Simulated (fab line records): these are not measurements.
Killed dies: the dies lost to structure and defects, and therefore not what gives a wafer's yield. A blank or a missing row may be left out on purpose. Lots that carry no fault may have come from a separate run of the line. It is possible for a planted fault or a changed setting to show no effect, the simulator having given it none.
fab line records    flow sky130
[record] lots = 6  wafers = 18  last_day = 50
route steps=708 shown CONTACT@412 PAD_OPEN@708
lots untouched by any fault: they come from a run of this same line in which no faults occurred
start_h: the number of hours between the record's first day and the start of the first shown wafer of the lot    wait_h: hours since the lot's step before    " repeats the value in the row above    L1.1+2: a single row standing in for several wafers    - no value, or no start was given    * or withheld: withheld    < > ~ a bound
route shown NAME@n: NAME is a module with steps in the file, n the number in the route of the first one    usual: mean/standard deviation taken from wafers without a fault    same: alike in all rows    chamber/n: place in a boat    sites: the reading at each site    _std_site: standard deviation of those values    _edge_site: outer sites' mean less inner sites'    radius_mm: how far each site lies from the wafer's centre    mask NAME#n: copy n    behind: the tool/chamber that last shaped the wafer    hold: why the lot was held/for how many hours/how that ended    device: the n, p or np transistor that did not switch    end of line: tests of these same wafers at the route's end    a step without rows: its recipe alone    killed: not the wafer's yield, but the dies lost to structure and defects at the first sort    map: the dies of a wafer, with x for killed, . for not killed, _ for no die there
set.NAME: the run value of the setting; set.NAME@STEP: its run value at that earlier step    model.NAME: the simulator's own value behind a step, which no gauge read
certain route steps with their lots: each step a table, each wafer a row
services: the hour from which a tool's chamber was out of use, counted from the record's first day as start_h (under 0 if before that day), plus the number of hours and why
[[steps]]
[step SKY_CONTACT_DEHYDRATE_06]
[recipe] temp_c = 200  time_s = 60
[step SKY_CONTACT_HMDS_07]
[recipe] prime_time_s = 60  prime_temp_c = 120
[step SKY_CONTACT_COAT_08]
[recipe] resist = BARC  temp_c = withheld  time_s = withheld  spin_rpm = 3000  resist_thk_nm = 60
[step SKY_CONTACT_COAT_09]
[recipe] resist = KrF-thick  spin_rpm = 3000  resist_thk_nm = 450
[step SKY_CONTACT_SOFTBAKE_10]
[recipe] temp_c = 100  time_s = 90  resist = KrF-thick
[step SKY_CONTACT_EXPOSE_11]
[recipe] mask_id = CTM1  na = 0.8  source_shape = annular  sigma_inner = 0.55  sigma_outer = 0.85  target_cd_nm = 170  dose_mj = 38
[step SKY_CONTACT_PEB_12]
[recipe] peb_temp_c = withheld  peb_time_s = withheld  resist = KrF-thick
[step SKY_CONTACT_DEVELOP_13]
[recipe] develop_time_s = 60  resist = KrF-thick  dev_temp_c = 21
[step SKY_CONTACT_CD_MEAS_14]
[recipe] target_cd_nm = 170
[usual] cd_nm = 169.8/1.8
lot.wafer  tool       chamber  start_h  wait_h  cd_nm
L973.1     cd_sem-01  -        760.84   -       172.1
L973.3     "          -        "        "       172.2
L973.4     "          -        "        "       171.3
L974.2     cd_sem-01  -        772.42   -       172.2
L974.4     "          -        "        "       171.7
L974.6     "          -        "        "       170.1
L981.4     cd_sem-02  -        812.55   -       168.6
L981.5     "          -        "        "       168.7
L981.6     "          -        "        "       168.0
L984.1     cd_sem-02  -        842.49   -       165.8
L984.2     "          -        "        "       166.5
L984.3     "          -        "        "       167.2
L992.1     cd_sem-02  -        900.66   -       170.5
L992.4     "          -        "        "       173.3
L992.5     "          -        "        "       171.3
L993.1     cd_sem-01  -        901.99   -       168.1
L993.4     "          -        "        "       167.1
L993.5     "          -        "        "       168.4
[step SKY_CONTACT_OVL_MEAS_15]
[usual] CONTACT_OVL = 1/6.1
lot.wafer  tool        chamber  start_h  wait_h  CONTACT_OVL[nm]
L973.1     overlay-02  -        760.96   0.1     1
L973.3     "           -        "        "       3
L973.4     "           -        "        "       4
L974.2     overlay-02  -        772.53   0.1     6
L974.4     "           -        "        "       7
L974.6     "           -        "        "       3
L981.4     overlay-02  -        812.63   0.1     -2
L981.5     "           -        "        "       13
L981.6     "           -        "        "       1
L984.1     overlay-01  -        842.61   0.1     -4
L984.2     "           -        "        "       5
L984.3     "           -        "        "       -2
L992.1     overlay-01  -        900.78   0.1     5
L992.4     "           -        "        "       -10
L992.5     "           -        "        "       8
L993.1     overlay-02  -        902.11   0.1     5
L993.4     "           -        "        "       -4
L993.5     "           -        "        "       8
[step SKY_CONTACT_ETCH_16]
[recipe] chemistry = N2/H2  target = BARC  ion_energy_ev = 200  source_w = 500  bias_w = 100  pressure_mtorr = 30  n2_flow_sccm = 100  h2_flow_sccm = 200  stop_on = SiO2  time_s = 45.9  target_depth_a = 600
[usual] bias_w = 100.0/0.32  drypump_motor_current_A = 5.9/0.61  oes_product_au = 0.855/0.0046  throttle_valve_pct = 13.224/0.0089
lot.wafer  tool         chamber  start_h  wait_h  bias_w  drypump_motor_current_A  oes_product_au  rf_hours_counter_h  throttle_valve_pct
L973.1     rie_diel-02  3        761.00   0.0     100.1   5.4                      0.854           8                   13.222
L973.3     "            1        "        "       100.3   5.4                      0.860           5                   13.231
L973.4     "            0        "        "       99.9    6.5                      0.852           22                  13.213
L974.2     rie_diel-04  2        772.56   0.0     99.9    6.5                      0.860           15                  13.213
L974.4     "            1        "        "       99.5    6.0                      0.861           8                   13.218
L974.6     "            0        "        "       100.5   4.9                      0.861           -                   13.223
L981.4     rie_diel-02  2        812.67   0.0     100.2   5.9                      0.853           -                   13.227
L981.5     "            0        "        "       99.5    6.4                      0.855           -                   13.224
L981.6     "            3        "        "       100.0   5.4                      0.868           -                   13.227
L984.1     rie_diel-02  1        842.65   0.0     100.0   5.5                      0.858           8                   13.224
L984.2     "            0        "        "       99.9    6.5                      0.856           26                  13.223
L984.3     "            2        "        "       100.1   5.9                      0.861           19                  13.234
L992.1     rie_diel-03  1        900.81   0.0     99.7    6.3                      0.857           23                  13.231
L992.4     "            0        "        "       100.4   6.8                      0.859           13                  13.226
L992.5     "            1        "        "       99.3    6.3                      0.855           -                   13.224
L993.1     rie_diel-03  0        902.15   0.0     99.7    6.8                      0.852           13                  13.236
L993.4     "            2        "        "       100.2   5.9                      0.854           2                   13.210
L993.5     "            1        "        "       99.3    6.3                      0.850           -                   13.239
[step SKY_CONTACT_ETCH_17]
[recipe] target = SiO2  chemistry = C4F8/O2/Ar  stop_on = Si3N4  mask_material = KrF-thick  source_w = 1500  bias_w = 1200  pressure_mtorr = 40  c4f8_flow_sccm = withheld  O2_flow_sccm = 6  Ar_flow_sccm = 300  time_s = withheld  target_depth_a = 3400
[usual] bias_w = 1200/3.6  oes_product_au = 0.892/0.0046
lot.wafer  tool         chamber  start_h  wait_h  bias_w  oes_product_au
L973.1     rie_diel-02  3        761.04   0.0     1196    0.898
L973.3     "            1        "        "       1201    0.890
L973.4     "            0        "        "       1200    0.889
L974.2     rie_diel-04  2        772.60   0.0     1204    0.895
L974.4     "            1        "        "       1202    0.893
L974.6     "            0        "        "       1204    0.895
L981.4     rie_diel-02  2        812.71   0.0     1201    0.890
L981.5     "            0        "        "       1201    0.896
L981.6     "            3        "        "       1204    0.890
L984.1     rie_diel-02  1        842.69   0.0     1200    0.900
L984.2     "            0        "        "       1202    0.894
L984.3     "            2        "        "       1205    0.907
L992.1     rie_diel-03  1        900.85   0.0     1204    0.900
L992.4     "            0        "        "       1196    0.895
L992.5     "            1        "        "       1207    0.896
L993.1     rie_diel-03  0        902.19   0.0     1201    0.893
L993.4     "            2        "        "       1195    0.890
L993.5     "            1        "        "       1203    0.887
[step SKY_CONTACT_ETCH_18]
[recipe] target = Si3N4  chemistry = CHF3/O2  stop_on = TiN  source_w = 600  bias_w = 200  pressure_mtorr = 40  chf3_flow_sccm = 50  O2_flow_sccm = 5  time_s = 39  target_depth_a = 750
[usual] bias_w = 200.0/0.6  drypump_motor_current_A = 5.9/0.61  oes_product_au = 0.855/0.0073  throttle_valve_pct = 8.794/0.0097
lot.wafer  tool         chamber  start_h  wait_h  bias_w  drypump_motor_current_A  oes_product_au  rf_hours_counter_h  throttle_valve_pct  model.KrF-thick_of_CONTACT_COAT_09.thk_nm  model.etch.depth_nm
L973.1     rie_diel-02  3        761      -       200.9   5.3                      0.855           8                   8.781               242.5                                      74.66
L973.3     "            1        "        "       201.3   5.4                      0.849           5                   8.807               243.1                                      75.37
L973.4     "            0        "        "       199.7   6.5                      0.855           23                  8.798               240.8                                      75.8
L974.2     rie_diel-04  2        772      -       199.2   6.5                      0.848           15                  8.805               245.6                                      73.51
L974.4     "            1        "        "       199.6   6.0                      0.856           8                   8.792               241.8                                      74.57
L974.6     "            0        "        "       199.4   4.9                      0.858           -                   8.792               246.4                                      75.66
L981.4     rie_diel-02  2        812      -       198.9   5.9                      0.861           -                   8.810               246                                        74.93
L981.5     "            0        "        "       200.0   6.5                      0.703           -                   8.738               282.4                                      50.95
L981.6     "            3        "        "       200.2   5.3                      0.853           -                   8.805               244.2                                      74.81
L984.1     rie_diel-02  1        842      -       201.9   5.4                      0.708           8                   8.730               282.8                                      50.3
L984.2     "            0        "        "       200.4   6.5                      0.853           26                  8.787               241.3                                      74.7
L984.3     "            2        "        "       200.0   5.8                      0.842           19                  8.791               243.3                                      73.99
L992.1     rie_diel-03  1        900      -       199.3   6.2                      0.842           23                  8.802               241.8                                      73.1
L992.4     "            0        "        "       200.0   6.7                      0.852           13                  8.807               244.5                                      74.93
L992.5     "            1        "        "       199.3   6.2                      0.838           -                   8.792               242.7                                      73.21
L993.1     rie_diel-03  0        902      -       199.9   6.7                      0.841           13                  8.788               246.3                                      72.47
L993.4     "            2        "        "       200.0   5.8                      0.861           2                   8.786               245.3                                      74.93
L993.5     "            1        "        "       200.1   6.3                      0.859           -                   8.793               248.2                                      74.56
[step SKY_CONTACT_STRIP_19]
[recipe] chemistry = O2/N2  power_w = 1400  pressure_mtorr = 1500  platen_temp_c = withheld  o2_flow_sccm = 3000  n2_flow_sccm = 300  overash_fraction = 0.5
[usual] drypump_motor_current_A = 5.5/0.4  oes_product_au = 0.381/0.0046  strip_time_to_endpoint_s = 3.633/0.023
lot.wafer  tool             chamber  start_h  wait_h  drypump_motor_current_A  oes_product_au  rf_hours_counter_h  strip_time_to_endpoint_s
L973.1     plasma_asher-01  0        761.13   -       5.9                      0.377           2                   3.613
L973.3     "                1        "        "       5.1                      0.384           -                   3.625
L973.4     "                0        "        "       5.9                      0.373           -                   3.581
L974.2     plasma_asher-04  0        772.69   -       5.2                      0.383           86                  3.651
L974.4     "                0        "        "       5.2                      0.376           -                   3.608
L974.6     "                1        "        "       6.2                      0.383           -                   3.668
L981.4     plasma_asher-04  1        812.81   -       6.1                      0.379           -                   3.651
L981.5     "                1        "        "       6.1                      0.396           -                   4.041
L981.6     "                0        "        "       5.3                      0.385           -                   3.626
L984.1     plasma_asher-03  0        842.78   -       5.4                      0.397           44                  4.047
L984.2     "                1        "        "       5.2                      0.383           44                  3.607
L984.3     "                1        "        "       5.2                      0.381           -                   3.611
L992.1     plasma_asher-03  0        900.94   -       5.4                      0.383           50                  3.612
L992.4     "                0        "        "       5.4                      0.379           -                   3.626
L992.5     "                1        "        "       5.2                      0.386           -                   3.617
L993.1     plasma_asher-04  1        902.28   -       6.1                      0.385           99                  3.664
L993.4     "                0        "        "       5.2                      0.386           -                   3.640
L993.5     "                1        "        "       6.1                      0.381           -                   3.683
[step SKY_CONTACT_STRIP_20]
[recipe] chemistry = post_etch_residue_remover  time_s = 1200  temp_c = 72.5
[step SKY_PAD_OPEN_PROBE_99]
[usual] killed_at_M0_to_M3 = 43/6.9  killed_at_M4_up = 3.2/1.6  killed_at_contacts = 25/5.1  killed_at_front_end = 16/4.5  killed_at_other = 0.3/0.68  killed_dies = 87/8.9  killed_on_rim = 16/3.6  killed_open = 48/6.9  killed_short = 39/6.3
[same] gross_dies = 492  killed_at_back_side = 0
lot.wafer  tool       chamber  start_h  wait_h  killed_at_M0_to_M3  killed_at_M4_up  killed_at_contacts  killed_at_front_end  killed_at_other  killed_dies  killed_on_rim  killed_open  killed_short
L973.1     prober-01  -        1105.48  0.1     49                  3                25                  11                   1                89           18             55           34
L973.3     prober-01  -        1105.58  0.2     33                  4                22                  22                   0                81           10             39           42
L973.4     prober-01  -        1105.63  0.2     35                  4                25                  13                   1                78           12             38           40
L981.5     prober-02  -        1142.15  0.2     40                  3                438                 10                   1                492          96             53           32
L984.1     prober-01  -        1164.83  0.1     35                  2                443                 12                   0                492          96             34           35
L984.2     prober-01  -        1164.88  0.1     32                  3                27                  11                   0                73           8              43           30
L984.3     prober-01  -        1164.93  0.2     36                  4                21                  8                    0                69           14             37           32
L993.1     prober-01  -        1204.49  0.1     40                  0                32                  16                   0                88           14             46           42
L993.4     prober-01  -        1204.64  0.2     47                  3                25                  24                   0                99           16             53           46
L993.5     prober-01  -        1204.69  0.2     35                  1                28                  17                   0                81           20             39           42
L992.1     prober-02  -        1204.88  0.1     55                  5                16                  9                    0                85           16             51           34
L992.5     prober-02  -        1205.08  0.2     53                  4                31                  9                    1                98           24             55           43
// killed by level:class
L973.1 VIA1:geometric_particle:open=11 VIA3:geometric_particle:open=11 CONTACT:geometric_particle:open=9 LI_CONTACT:geometric_particle:open=7 VIA2:geometric_particle:short=7 LOCAL_INTERCONNECT:geometric_particle:short=6 FIELD_ISO:geometric_particle:open=5 VIA2:geometric_particle:open=5
L973.3 CONTACT:geometric_particle:open=9 VIA1:geometric_particle:open=7 LI_CONTACT:geometric_particle:open=6 FIELD_ISO:geometric_particle:short=5 POLY_GATE:geometric_particle:short=5 CONTACT:geometric_particle:short=5 METAL1:geometric_particle:short=5 POLY_CUT:geometric_particle:open=4
L973.4 CONTACT:geometric_particle:open=9 METAL1:geometric_particle:short=7 POLY_GATE:geometric_particle:short=6 LI_CONTACT:geometric_particle:open=5 LOCAL_INTERCONNECT:geometric_particle:short=5 VIA1:geometric_particle:open=5 CONTACT:geometric_particle:short=4 METAL2:geometric_particle:short=4
L981.5 CONTACT:area_etch=407 CONTACT:geometric_particle:open=16 VIA1:geometric_particle:open=10 VIA3:geometric_particle:open=7 LI_CONTACT:geometric_particle:open=6 VIA1:geometric_particle:short=5 VIA2:geometric_particle:open=5 CONTACT:geometric_particle:short=4
L984.1 CONTACT:area_etch=423 VIA1:geometric_particle:open=9 CONTACT:geometric_particle:open=5 METAL2:geometric_particle:short=5 POLY_GATE:geometric_particle:short=4 LI_CONTACT:geometric_particle:short=4 LI_CONTACT:geometric_particle:open=4 CONTACT:geometric_particle:short=4
L984.2 LI_CONTACT:geometric_particle:open=10 VIA2:geometric_particle:open=10 CONTACT:geometric_particle:open=8 METAL2:geometric_particle:short=6 POLY_GATE:geometric_particle:open=5 LOCAL_INTERCONNECT:geometric_particle:short=4 METAL1:geometric_particle:short=4 VIA3:geometric_particle:open=4
L984.3 VIA2:geometric_particle:open=9 VIA3:geometric_particle:open=9 LI_CONTACT:geometric_particle:short=8 LI_CONTACT:geometric_particle:open=7 METAL4:geometric_particle:short=4 CONTACT:geometric_particle:open=3 METAL1:geometric_particle:short=3 VIA1:geometric_particle:short=3
L993.1 CONTACT:geometric_particle:open=12 LI_CONTACT:geometric_particle:open=8 METAL1:geometric_particle:short=8 VIA2:geometric_particle:open=7 CONTACT:geometric_particle:short=6 VIA1:geometric_particle:open=6 VIA1:geometric_particle:short=6 FIELD_ISO:geometric_particle:short=4
L993.4 CONTACT:geometric_particle:open=12 FIELD_ISO:geometric_particle:short=10 METAL1:geometric_particle:short=9 FIELD_ISO:geometric_particle:open=8 LI_CONTACT:geometric_particle:open=8 VIA3:geometric_particle:open=7 VIA2:geometric_particle:open=7 VIA1:geometric_particle:short=6
L993.5 CONTACT:geometric_particle:open=13 VIA1:geometric_particle:open=8 FIELD_ISO:geometric_particle:short=7 LOCAL_INTERCONNECT:geometric_particle:short=5 VIA1:geometric_particle:short=5 VIA3:geometric_particle:open=5 LI_CONTACT:geometric_particle:open=4 CONTACT:geometric_particle:short=4
L992.1 VIA2:geometric_particle:open=15 CONTACT:geometric_particle:open=10 METAL1:geometric_particle:short=8 VIA1:geometric_particle:short=8 VIA1:geometric_particle:open=8 METAL4:geometric_particle:short=5 POLY_GATE:geometric_particle:open=4 METAL2:geometric_particle:short=4
L992.5 CONTACT:geometric_particle:open=13 LI_CONTACT:geometric_particle:open=10 VIA2:geometric_particle:open=10 METAL1:geometric_particle:short=8 VIA1:geometric_particle:open=8 METAL2:geometric_particle:short=6 VIA3:geometric_particle:open=6 VIA1:geometric_particle:short=5
// map L981.5 (x killed, . not)
__________xxxxxxxxxx_________
________xxxxxxxxxxxxxx_______
______xxxxxxxxxxxxxxxxxx_____
_____xxxxxxxxxxxxxxxxxxxx____
____xxxxxxxxxxxxxxxxxxxxxx___
___xxxxxxxxxxxxxxxxxxxxxxxx__
__xxxxxxxxxxxxxxxxxxxxxxxxxx_
_xxxxxxxxxxxxxxxxxxxxxxxxxxxx
_xxxxxxxxxxxxxxxxxxxxxxxxxxxx
_xxxxxxxxxxxxxxxxxxxxxxxxxxxx
_xxxxxxxxxxxxxxxxxxxxxxxxxxxx
_xxxxxxxxxxxxxxxxxxxxxxxxxxxx
_xxxxxxxxxxxxxxxxxxxxxxxxxxxx
_xxxxxxxxxxxxxxxxxxxxxxxxxxxx
_xxxxxxxxxxxxxxxxxxxxxxxxxxxx
__xxxxxxxxxxxxxxxxxxxxxxxxxx_
___xxxxxxxxxxxxxxxxxxxxxxxx__
____xxxxxxxxxxxxxxxxxxxxxx___
_____xxxxxxxxxxxxxxxxxxxx____
______xxxxxxxxxxxxxxxxxx_____
________xxxxxxxxxxxxxx_______
__________xxxxxxxxxx_________
// map L984.1 (x killed, . not)
__________xxxxxxxxxx_________
________xxxxxxxxxxxxxx_______
______xxxxxxxxxxxxxxxxxx_____
_____xxxxxxxxxxxxxxxxxxxx____
____xxxxxxxxxxxxxxxxxxxxxx___
___xxxxxxxxxxxxxxxxxxxxxxxx__
__xxxxxxxxxxxxxxxxxxxxxxxxxx_
_xxxxxxxxxxxxxxxxxxxxxxxxxxxx
_xxxxxxxxxxxxxxxxxxxxxxxxxxxx
_xxxxxxxxxxxxxxxxxxxxxxxxxxxx
_xxxxxxxxxxxxxxxxxxxxxxxxxxxx
_xxxxxxxxxxxxxxxxxxxxxxxxxxxx
_xxxxxxxxxxxxxxxxxxxxxxxxxxxx
_xxxxxxxxxxxxxxxxxxxxxxxxxxxx
_xxxxxxxxxxxxxxxxxxxxxxxxxxxx
__xxxxxxxxxxxxxxxxxxxxxxxxxx_
___xxxxxxxxxxxxxxxxxxxxxxxx__
____xxxxxxxxxxxxxxxxxxxxxx___
_____xxxxxxxxxxxxxxxxxxxx____
______xxxxxxxxxxxxxxxxxx_____
________xxxxxxxxxxxxxx_______
__________xxxxxxxxxx_________
[[services]]
tool             chamber  start_h  hours  kind
plasma_asher-01  0        742.75   -      clean
plasma_asher-01  1        742.75   -      clean
rie_diel-03      -        750.94   2.8    pm
plasma_asher-03  -        755.00   2.8    pm
rie_diel-02      3        755.08   4.5    repair
plasma_asher-04  -        764.55   1.2    repair
plasma_asher-03  -        791.15   0.8    repair
rie_diel-04      0        794.59   3.2    repair
rie_diel-02      1        810.69   11.2   repair
rie_diel-03      2        820.37   -      clean
rie_diel-03      2        820.37   15.9   scheduled_down
rie_diel-03      2        820.37   15.9   vent_cycle
rie_diel-03      3        831.16   6.0    repair
rie_diel-03      1        831.94   8.2    repair
rie_diel-04      2        866.07   10.3   repair
rie_diel-03      1        868.48   3.6    repair
plasma_asher-01  -        881.08   1.8    repair
[[key]]
[first_sign] step = SKY_CONTACT_ETCH_18  reading = oes_product_au  direction = down  sigmas = 20  usual = 0.855  struck = 0.706
[effect] step = SKY_CONTACT_ETCH_18  reading = throttle_valve_pct  direction = down  sigmas = 6.2  usual = 8.794  struck = 8.734
[effect] step = SKY_CONTACT_STRIP_19  reading = strip_time_to_endpoint_s  direction = up  sigmas = 18  usual = *  struck = *
[effect] step = SKY_PAD_OPEN_PROBE_99  reading = killed_at_contacts  direction = up  sigmas = 82  usual = 25  struck = 440
[model_effect] step = SKY_CONTACT_ETCH_18  value = KrF-thick_of_CONTACT_COAT_09.thk_nm  without = 242.3  struck = 282.6
[more_kills_born_at] SKY_CONTACT_ETCH_18@rie_diel-02 = 830
met_at SKY_CONTACT_ETCH_18
struck_wafers L981.5,L984.1
later_rows_left_out L981.5,L984.1
tester_left_out L981,L984
[fault] kind = process_parameter_drift  tool = rie_diel-02  chamber = -  onset_h = 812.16  steps = SKY_CONTACT_ETCH_18  channel = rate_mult  offset = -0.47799  shape = step  end_h = 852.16  scope = struck_wafers_only
// tester_left_out: of these lots the tester's yield and bins aren't shown, on N5 and GAA mostly nor the transistor test; their killed dies are dies lost to structure and defects alone, not to doping, threshold or leakage, so they don't give the yield
// later_rows_left_out: the simulator's readings of these wafers behind a module that went badly wrong aren't trusted and aren't shown, but for the sort
